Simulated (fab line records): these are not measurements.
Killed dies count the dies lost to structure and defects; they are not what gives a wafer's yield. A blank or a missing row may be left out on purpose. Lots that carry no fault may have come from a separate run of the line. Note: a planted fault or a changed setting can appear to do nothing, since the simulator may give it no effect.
Comparing a struck lot with a sound one || flow gf180mcu || 14 steps out of a route of 602
Sound: the wafers L385.1, L385.5, L385.6. The struck wafers were L388.2, L388.5, L388.6. Last of all comes the cause.
Per side, at each step with rows, come the tool, then ch with its chambers, and then its first start. Under that, the readings that differ: sound wafers || struck wafers || difference of the means || sigmas: that difference in standard deviations of wafers without a fault.
alike: words and numbers the same on both sides, and readings whose means are apart by under 2 such deviations; not compared: readings that were withheld, readings missing a value for some wafer, numbers with overlapping values and no deviation given by the record, and bounds like >300 which may hide the same value.
Wherever a step has rows on one side only, a row that says differs or no value, or a row with sigmas, the two part there. Numbers that have no deviation but don't overlap get no sigmas and don't part them. A reading that every wafer of one side lacks parts them only if that side has two wafers or more.

first, 2 steps without rows for these wafers: GF_M4_CLEAN_19 (cleans in DIW); GF_V4_CVD_00 (deposits SiO2, target thk 600 nm, time 100 s).
GF_V4_THK_MEAS_01:
  sound on film metro-01 at day 27 06:29; struck on film metro-04 at day 28 04:50
  alike: V4_CVD_00_THK
GF_V4_CVD_02: deposits SiO2 from TEOS, target thk 850 nm, time 94.851 s.
  sound on pecvd-04 ch 0,2, day 27 06:33; struck on pecvd-02 ch 0,2, day 28 04:53
  alike: heater power w
GF_V4_THK_MEAS_03:
  sound on film metro-04 at day 27 06:37; struck on film metro-01 at day 28 04:58
  alike: V4_CVD_02_THK
GF_V4_CMP_04: polishes SiO2.
  sound on cmp-01 ch 0,1,2, day 27 07:16; struck on cmp-01 ch 0,1,3, day 28 05:09
  alike: edge zone pressure frac, head pressure psi, motor current A, retaining ring pressure frac, time to endpoint s
GF_V4_BOW_MEAS_05:
  sound on film metro-04 at day 27 07:28; struck on film metro-04 at day 28 05:22
  alike: V4_BOW
then, 5 steps without rows for these wafers: GF_V4_DEHYDRATE_06 (time 60 s); GF_V4_HMDS_07 (prime time 60 s); GF_V4_COAT_08; GF_V4_COAT_09 (resist thk 991.1 nm); GF_V4_SOFTBAKE_10 (time 60 s).
GF_V4_EXPOSE_11: exposes mask Via4, target cd 260 nm.
  struck on krf scanner-02, day 28 15:44; sound on krf scanner-01 ch 0, day 27 17:58
  no value came back on the struck wafers for exposure dose mJ cm2, focus offset nm (nm); on the sound wafers exposure dose mJ cm2 reads 37.89 37.90 37.90
  alike: mask
then, 1 step without rows for these wafers: GF_V4_PEB_12 (peb time 90 s).

WHERE THEY PART
Only at GF_V4_EXPOSE_11, as far as this record shows.

WHY: what the simulator had put in
At GF_V4_EXPOSE_11, the step was skipped entirely on krf scanner-02 from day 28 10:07 on. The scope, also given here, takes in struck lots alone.
